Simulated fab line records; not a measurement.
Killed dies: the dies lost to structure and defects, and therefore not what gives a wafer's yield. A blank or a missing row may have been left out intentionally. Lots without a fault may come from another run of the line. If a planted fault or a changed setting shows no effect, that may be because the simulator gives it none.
Code-filled problem report in 8D (eight disciplines) form	flow gf180mcu	the parts of the form that need people (team, actions taken, sign-off) are left out

1. THE ISSUE
At GF_V4_ETCH_17, rf fwd power W averages 1726 W over 2 wafers from 2 lots, while fault-free wafers read 1493 W, standard deviation 5.4. Measured from the usual mean, that is +43 standard deviations.
The step: etches SiO2 in C4F8/O2/Ar, stops on TiN, target depth 630 nm.
Seen first at day 30 14:00 on rie diel-01, wafer L807.5. The record has a number at this step for 39 wafers belonging to 13 lots. The rule behind "out" and "out of limits": a value lying over 4 standard deviations away from the usual mean. All remaining wafers that have a number are taken as sound.

2. WHAT IT IS, AND WHAT IT ISN'T
question	is	is not
which readings at this step	rf fwd power W	oes product au
which lots	L807, L808	L788, L789, L790, L795, L796, L797, L798, L799, L802, L809, L810
which wafers of those lots	L807.5, L808.3	L807.2, L807.4, L808.1, L808.6
read on which tools	rie diel-01	rie diel-02, rie diel-03
when	from day 30 14:00	up to then (29 sound wafers); but 8 sound wafers of L808, L809, L810 came after

3. SUSPECTS, AND WHAT RULES EACH OUT
Counting: if a tool at a process step up to the reading ran every lot that is out, it stays a suspect. Sound lots after the first of them don't rule it out here, since some wafers of a struck lot are sound.
- rie diel-01 at GF_V4_ETCH_16 (etches BARC in N2/H2): kept. Ran every lot that is out, first one L807 (day 30 14:03); last sound lot up to then L798 (day 28 08:57).
- rie diel-01 at GF_V4_ETCH_17 (etches SiO2 in C4F8/O2/Ar, stops on TiN, target depth 630 nm): kept. Ran every lot that is out, first one L807 (day 30 14:00); last sound lot up to then L798 (day 28 08:00). Its own rf fwd power W readings are out on those wafers.
- rie diel-01, GF_V4_ETCH_16: wafers that are out in chamber 3, sound lot-mates in chambers 0, 1, 2.
- rie diel-01, GF_V4_ETCH_17: wafers that are out in chamber 3, sound lot-mates in chambers 0, 1, 2.
What counting leaves: rie diel-01 at GF_V4_ETCH_16 and rie diel-01 at GF_V4_ETCH_17.

4. THE CAUSE (what the simulator had put in)
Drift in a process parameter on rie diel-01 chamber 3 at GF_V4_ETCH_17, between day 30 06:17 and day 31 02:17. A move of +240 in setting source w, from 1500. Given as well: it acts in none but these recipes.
Of the 2 suspects that counting leaves, this tool is one.

5. THE EFFECT CHAIN, in route order
Each row: a reading where the mean over the struck wafers with a number is more than 3 standard deviations away from the usual. Scope: only readings with a usual standard deviation given in the record; hours: median across lots of the time from each lot's start at the first step in this table that gives one to its start at this step; sigmas: change in usual standard deviations.
hours	step	reading	usual	on struck wafers	change	sigmas
0	GF_V4_ETCH_17	rf fwd power W	1493 W	1726	+233	+43
Here are the process steps it includes:
- GF_V4_ETCH_17: etches SiO2 in C4F8/O2/Ar, stops on TiN, target depth 630 nm.

6. WHAT WOULD HAVE CAUGHT IT SOONER
The fault began at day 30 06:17; the first out-of-limits reading in this record came at day 30 14:00, 8 hours later.
